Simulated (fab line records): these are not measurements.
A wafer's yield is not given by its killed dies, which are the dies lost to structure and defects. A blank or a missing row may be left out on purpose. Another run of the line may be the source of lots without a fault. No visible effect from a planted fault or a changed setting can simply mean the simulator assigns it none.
Chamber matching -- flow sky130 -- SKY_VIA2_CMP_02 on cmp-02: 4 sister chambers
The step polishes SiO2. 18 wafers are shown with their chamber, then 9 later ones without.

== WAFERS PAIRED WITH THEIR CHAMBERS ==
wafer,chamber,motor_current_A (A),slurry_filter_dp_kPa (kPa)
L074.1,2,10.9,13.41
L074.3,1,12.2,13.55
L074.4,3,11.6,13.59
L080.3,0,13.0,13.46
L080.4,1,12.3,13.72
L080.5,0,13.2,13.23
L081.1,0,13.2,13.81
L081.2,2,10.2,13.53
L081.5,1,13.3,13.70
L084.1,3,10.8,13.33
L084.2,1,12.3,13.37
L084.6,2,10.8,13.35
L087.1,2,10.7,13.42
L087.2,0,13.7,13.37
L087.3,3,11.9,13.50
L091.1,3,11.6,13.51
L091.2,2,11.3,13.37
L091.4,1,13.1,13.43

SIGNATURES, as means of the wafers listed above
reading,chamber 0,chamber 1,chamber 2,chamber 3,scatter within a chamber
motor_current_A,13.275,12.640,10.780,11.475,0.434
slurry_filter_dp_kPa,13.4675,13.5540,13.4160,13.4825,0.155
Rule: a wafer lies at a distance from a chamber equal to the root of the sum of squares, over the readings, of (its reading less the chamber's mean, divided by the reading's scatter). If the next closest chamber is less than 2 further off than the closest, the wafer can't be placed; otherwise it belongs to the closest. The scatter: the root of (the sum of the squares of (reading less its chamber's mean) over the shown wafers, divided by (wafers less chambers)).

== WAFERS MISSING THEIR CHAMBER ==
wafer,motor_current_A (A),slurry_filter_dp_kPa (kPa)
L092.2,12.5,13.43
L092.3,13.7,13.49
L092.4,10.6,13.65
L095.1,11.1,13.52
L095.5,13.4,13.62
L095.6,10.6,13.49
L097.3,13.4,13.59
L097.4,13.6,13.34
L097.5,10.3,13.77

== WHICH CHAMBER EACH WENT THROUGH ==
wafer,from the rows above,in truth
L092.2,can't be placed: 1 or 0 or 3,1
L092.3,can't be placed: 0 or 1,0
L092.4,can't be placed: 2 or 3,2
L095.1,can't be placed: 3 or 2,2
L095.5,can't be placed: 0 or 1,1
L095.6,can't be placed: 2 or 3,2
L097.3,can't be placed: 0 or 1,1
L097.4,can't be placed: 0 or 1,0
L097.5,can't be placed: 2 or 3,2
Placed correctly: 0 of 9. Can't be placed from these rows: 9 (the true chamber is among the candidates in 9). Wrongly placed: 0.
